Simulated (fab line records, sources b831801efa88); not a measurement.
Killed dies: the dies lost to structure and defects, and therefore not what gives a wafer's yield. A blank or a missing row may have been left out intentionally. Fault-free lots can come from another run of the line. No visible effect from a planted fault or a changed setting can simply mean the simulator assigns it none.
Matching of chambers / flow sky130 / SKY_VIA1_CMP_24 on cmp-01: 4 sister chambers
The step polishes, stops on SiO2, t overpolish 15 s, target thk 0 nm. 8 wafers are shown with their chamber, then 12 later ones without.

## EACH WAFER AND ITS CHAMBER
wafer=L088.3; chamber=3; motorCurrentA (A)=9.7; timeToEndpointS (s)=72
wafer=L088.6; chamber=2; motorCurrentA (A)=11.9; timeToEndpointS (s)=68
wafer=L089.2; chamber=3; motorCurrentA (A)=9.3; timeToEndpointS (s)=70
wafer=L090.1; chamber=1; motorCurrentA (A)=9.8; timeToEndpointS (s)=64
wafer=L090.6; chamber=0; motorCurrentA (A)=11.3; timeToEndpointS (s)=63
wafer=L091.1; chamber=1; motorCurrentA (A)=10.4; timeToEndpointS (s)=68
wafer=L091.3; chamber=0; motorCurrentA (A)=11.9; timeToEndpointS (s)=67
wafer=L091.4; chamber=2; motorCurrentA (A)=11.7; timeToEndpointS (s)=71

## WAFERS WHOSE CHAMBER IS MISSING
wafer=L094.2; motorCurrentA (A)=11.6; timeToEndpointS (s)=62
wafer=L094.3; motorCurrentA (A)=9.6; timeToEndpointS (s)=66
wafer=L094.4; motorCurrentA (A)=9.8; timeToEndpointS (s)=65
wafer=L095.4; motorCurrentA (A)=10.0; timeToEndpointS (s)=65
wafer=L095.5; motorCurrentA (A)=11.0; timeToEndpointS (s)=65
wafer=L095.6; motorCurrentA (A)=10.1; timeToEndpointS (s)=66
wafer=L096.1; motorCurrentA (A)=9.8; timeToEndpointS (s)=66
wafer=L096.3; motorCurrentA (A)=11.4; timeToEndpointS (s)=66
wafer=L096.4; motorCurrentA (A)=9.9; timeToEndpointS (s)=72
wafer=L097.2; motorCurrentA (A)=10.9; timeToEndpointS (s)=65
wafer=L097.3; motorCurrentA (A)=9.9; timeToEndpointS (s)=70
wafer=L097.6; motorCurrentA (A)=10.2; timeToEndpointS (s)=66

## THE CHAMBER EACH PASSED THROUGH
wafer=L094.2; from the rows above=can't be placed: 0 or 2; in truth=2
wafer=L094.3; from the rows above=can't be placed: 1 or 3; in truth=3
wafer=L094.4; from the rows above=can't be placed: 1 or 3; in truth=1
wafer=L095.4; from the rows above=1; in truth=1
wafer=L095.5; from the rows above=can't be placed: 0 or 1 or 2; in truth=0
wafer=L095.6; from the rows above=1; in truth=1
wafer=L096.1; from the rows above=can't be placed: 1 or 3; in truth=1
wafer=L096.3; from the rows above=can't be placed: 0 or 2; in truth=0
wafer=L096.4; from the rows above=can't be placed: 3 or 1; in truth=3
wafer=L097.2; from the rows above=can't be placed: 0 or 1 or 2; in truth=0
wafer=L097.3; from the rows above=can't be placed: 3 or 1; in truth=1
wafer=L097.6; from the rows above=1; in truth=1
Correct placement for 3 of the 12. These rows do not allow placing 9 (true chamber among the candidates in 9). 0 placed wrongly.
How it was worked out, from the rows above alone: a wafer's distance from a chamber is the root of the sum, over the readings, of the square of ((its reading less the chamber's mean) divided by the reading's scatter). If the next closest chamber is less than 2 further off than the closest, the wafer can't be placed; otherwise it belongs to the closest. Each chamber's mean is taken over the wafers shown for it. The scatter: take each reading less its chamber's mean, square it, sum over the shown wafers, divide by the number of wafers less the number of chambers, and take the root.
